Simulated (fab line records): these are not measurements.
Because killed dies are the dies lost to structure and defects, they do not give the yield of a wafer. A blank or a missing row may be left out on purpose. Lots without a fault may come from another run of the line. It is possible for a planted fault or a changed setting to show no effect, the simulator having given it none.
Which of the tools did it? | flow gf180mcu | 11 lots, 33 wafers sampled, at 3 steps of a route of 602

## WHAT THE GAUGES READ, wafer by wafer
GF_CONTACT_THK_MEAS_01.
lot  | measured     | on           | CONTACT_CVD_00_THK (nm)
L589 | day 15 09:48 | filmMetro-03 | 301 300 301
L590 | day 15 17:57 | filmMetro-03 | 306 306 308
L591 | day 16 03:37 | filmMetro-03 | 304 302 302
L593 | day 16 23:43 | filmMetro-03 | 298 301 304
L594 | day 17 07:53 | filmMetro-01 | 303 300 306
L595 | day 17 14:42 | filmMetro-04 | 299 302 299
L596 | day 18 04:35 | filmMetro-01 | 309 301 306
L598 | day 18 19:16 | filmMetro-04 | 304 302 302
L604 | day 21 03:34 | filmMetro-01 | 302 302 299
L608 | day 22 11:04 | filmMetro-03 | 304 152 300
L609 | day 22 17:49 | filmMetro-03 | 156 304 158

## WHAT TOOL EACH LOT RAN ON (gives the tool, then ch and the chambers of the sampled wafers, and finally the start)
lot  | GF_LVPWELL_STRIP_10                | GF_CONTACT_CVD_00
L589 | plasmaAsher-01 ch 0,1, day 4 02:20 | hdpcvd-02 ch 0,1, day 15 09:46
L590 | plasmaAsher-02 ch 0,1, day 4 07:52 | hdpcvd-02 ch 0,2, day 15 17:55
L591 | plasmaAsher-02 ch 0,1, day 4 14:05 | hdpcvd-01 ch 1,2, day 16 03:34
L593 | plasmaAsher-01 ch 0,1, day 5 00:07 | hdpcvd-02 ch 0,2, day 16 23:40
L594 | plasmaAsher-01 ch 0,1, day 5 06:15 | hdpcvd-01 ch 0,1,2, day 17 07:50
L595 | plasmaAsher-04 ch 0,1, day 5 12:28 | hdpcvd-02 ch 1,2, day 17 14:40
L596 | plasmaAsher-02 ch 0,1, day 5 18:52 | hdpcvd-02 ch 0,2, day 18 04:33
L598 | plasmaAsher-02 ch 0, day 6 06:13   | hdpcvd-02 ch 0,1, day 18 19:13
L604 | plasmaAsher-04 ch 0,1, day 7 15:04 | hdpcvd-01 ch 0,1,2, day 21 03:31
L608 | plasmaAsher-04 ch 0,1, day 8 13:57 | hdpcvd-02 ch 0,1,2, day 22 11:01
L609 | plasmaAsher-04 ch 0,1, day 8 21:20 | hdpcvd-02 ch 1,2, day 22 17:46
- GF_LVPWELL_STRIP_10: strips in O2/N2.
- GF_CONTACT_CVD_00: deposits SiO2, target thk 300 nm, time 50 s.

## THE ANSWER, worked out from the rows above alone
Rule: the usual values come from the lots themselves. Put in order of their means at a reading, lots are off if they are a third of the lots or fewer, leave a main group of 4 or more, and stand apart from it by a gap of 3 or more times the standard deviation of the main group's means; of several such gaps the widest counts. The tables above print the reading to a certain number of digits; a main group whose means all agree to those digits is not used. A lot without any number at a reading at which 4 lots or more have one is off too. Any other lot the step has rows for is counted as sound.
Off: at GF_CONTACT_THK_MEAS_01 (CONTACT_CVD_00_THK), L608, L609. Main group: mean 303 nm, sd 2.1.
If a tool, at a process step before that reading, ran all the lots that are off and no sound lot after the first of them, it fits. Gauges at GF_CONTACT_THK_MEAS_01: tried the same way as those tools. Can't be told from this: 3 tools fit, plasmaAsher-04 at GF_LVPWELL_STRIP_10, hdpcvd-02 at GF_CONTACT_CVD_00, filmMetro-03 at GF_CONTACT_THK_MEAS_01.

## WHAT WAS PUT IN BY THE SIMULATOR
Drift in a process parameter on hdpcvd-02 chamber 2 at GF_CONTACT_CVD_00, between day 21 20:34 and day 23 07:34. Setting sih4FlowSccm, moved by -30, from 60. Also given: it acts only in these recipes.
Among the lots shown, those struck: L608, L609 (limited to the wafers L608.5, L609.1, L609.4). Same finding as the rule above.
